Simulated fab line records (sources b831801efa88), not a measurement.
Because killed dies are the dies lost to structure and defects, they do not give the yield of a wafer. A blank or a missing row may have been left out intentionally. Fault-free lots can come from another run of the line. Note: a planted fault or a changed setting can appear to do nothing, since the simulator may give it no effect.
Which tool did it? + flow gf180mcu + 13 lots with 39 wafers sampled at 2 steps, on a route of 602 steps

WHAT THE GAUGES READ, wafer by wafer
GF_VT_IMPLANT_OVL_MEAS_29.
| lot  | measured     | on         | VT_IMPLANT_02_OVL (nm) |
|------|--------------|------------|------------------------|
| L234 | day 6 18:48  | overlay-01 | 1.7 2.7 1.4            |
| L236 | day 7 07:33  | overlay-02 | 4.1 1.5 3.8            |
| L237 | day 7 12:55  | overlay-01 | -0.9 -0.9 0.0          |
| L240 | day 8 10:54  | overlay-02 | 0.8 0.5 0.6            |
| L242 | day 8 23:55  | overlay-02 | 1.6 1.6 1.5            |
| L243 | day 9 07:39  | overlay-02 | 2.2 4.5 2.6            |
| L244 | day 9 13:45  | overlay-02 | 1.7 2.6 1.5            |
| L245 | day 9 19:29  | overlay-01 | -1.4 -0.6 0.8          |
| L246 | day 10 02:38 | overlay-02 | -2.3 -0.8 -2.5         |
| L247 | day 10 10:02 | overlay-02 | 1.0 1.3 0.2            |
| L248 | day 10 20:44 | overlay-01 | 2.5 -0.1 0.1           |
| L249 | day 11 08:40 | overlay-01 | 0.9 1.1 1.1            |
| L250 | day 11 17:50 | overlay-01 | 0.7 1.4 0.9            |

EACH LOT AND THE TOOL THAT RAN IT (in order: tool; ch and the chambers of the sampled wafers; start)
| lot  | GF_VT_IMPLANT_STRIP_20               |
|------|--------------------------------------|
| L234 | plasma_asher-03 ch 0,1, day 6 04:15  |
| L236 | plasma_asher-02 ch 0,1, day 6 16:26  |
| L237 | plasma_asher-04 ch 0,1, day 6 21:30  |
| L240 | plasma_asher-03 ch 0,1, day 7 17:57  |
| L242 | plasma_asher-04 ch 0,1, day 8 07:05  |
| L243 | plasma_asher-02 ch 0,1, day 8 14:06  |
| L244 | plasma_asher-03 ch 0, day 8 20:36    |
| L245 | plasma_asher-03 ch 0,1, day 9 02:34  |
| L246 | plasma_asher-04 ch 0,1, day 9 09:45  |
| L247 | plasma_asher-03 ch 0,1, day 9 15:54  |
| L248 | plasma_asher-02 ch 0,1, day 10 02:47 |
| L249 | plasma_asher-02 ch 0,1, day 10 14:38 |
| L250 | plasma_asher-04 ch 0,1, day 10 23:47 |
- GF_VT_IMPLANT_STRIP_20: strips in O2/N2.

WHAT THE TOOLS THEMSELVES READ (means of the sampled wafers that have a number; where no wafer has one, the mark that the record gives instead)
GF_VT_IMPLANT_STRIP_20.
| lot  | tool            | drypump_motor_current_A (A) | heater_power_w (W) | oes_product_au (a.u.) | strip_time_to_endpoint_s (s) |
|------|-----------------|-----------------------------|--------------------|-----------------------|------------------------------|
| L234 | plasma_asher-03 | 6.30                        | 298                | 0.718                 | 12.65                        |
| L236 | plasma_asher-02 | 6.29                        | 377                | 0.714                 | 12.64                        |
| L237 | plasma_asher-04 | 5.99                        | 331                | 0.717                 | 12.63                        |
| L240 | plasma_asher-03 | 6.32                        | 300                | 0.716                 | 12.62                        |
| L242 | plasma_asher-04 | 5.71                        | 320                | 0.716                 | 12.65                        |
| L243 | plasma_asher-02 | 6.26                        | 372                | 0.713                 | 12.66                        |
| L244 | plasma_asher-03 | 6.11                        | 327                | 0.717                 | 12.66                        |
| L245 | plasma_asher-03 | 6.31                        | 292                | 0.713                 | 12.56                        |
| L246 | plasma_asher-04 | 5.98                        | 333                | 0.715                 | 12.63                        |
| L247 | plasma_asher-03 | 6.22                        | 317                | 0.715                 | 12.64                        |
| L248 | plasma_asher-02 | 6.24                        | 371                | 0.715                 | 12.62                        |
| L249 | plasma_asher-02 | 6.25                        | 370                | 0.713                 | 12.70                        |
| L250 | plasma_asher-04 | 5.99                        | 330                | 0.714                 | 12.66                        |

THE ANSWER, worked out from the rows above alone
Rule: usual is defined by the lots themselves. The widest of any qualifying gaps counts: lots, ordered by their means at a reading, are off when they make up no more than a third of the lots, leave a main group of 4 or more, and stand apart from it by 3 or more times the standard deviation of that group's means. The tables above print the reading to a certain number of digits; a main group whose means all agree to those digits is not used. A lot without any number at a reading at which 4 lots or more have one is off too. All remaining lots with rows at the step are treated as sound. After the gauges, taken in route order, come the tools' own readings; for these a lot's mean is taken, as printed above. The first step at which some lot is off is used, and at that step the reading that is off furthest; a lot without a number counts as furthest.
No lot is off on any of the readings shown, so nothing can be concluded from this.

WHAT THE SIMULATOR HAD INSERTED
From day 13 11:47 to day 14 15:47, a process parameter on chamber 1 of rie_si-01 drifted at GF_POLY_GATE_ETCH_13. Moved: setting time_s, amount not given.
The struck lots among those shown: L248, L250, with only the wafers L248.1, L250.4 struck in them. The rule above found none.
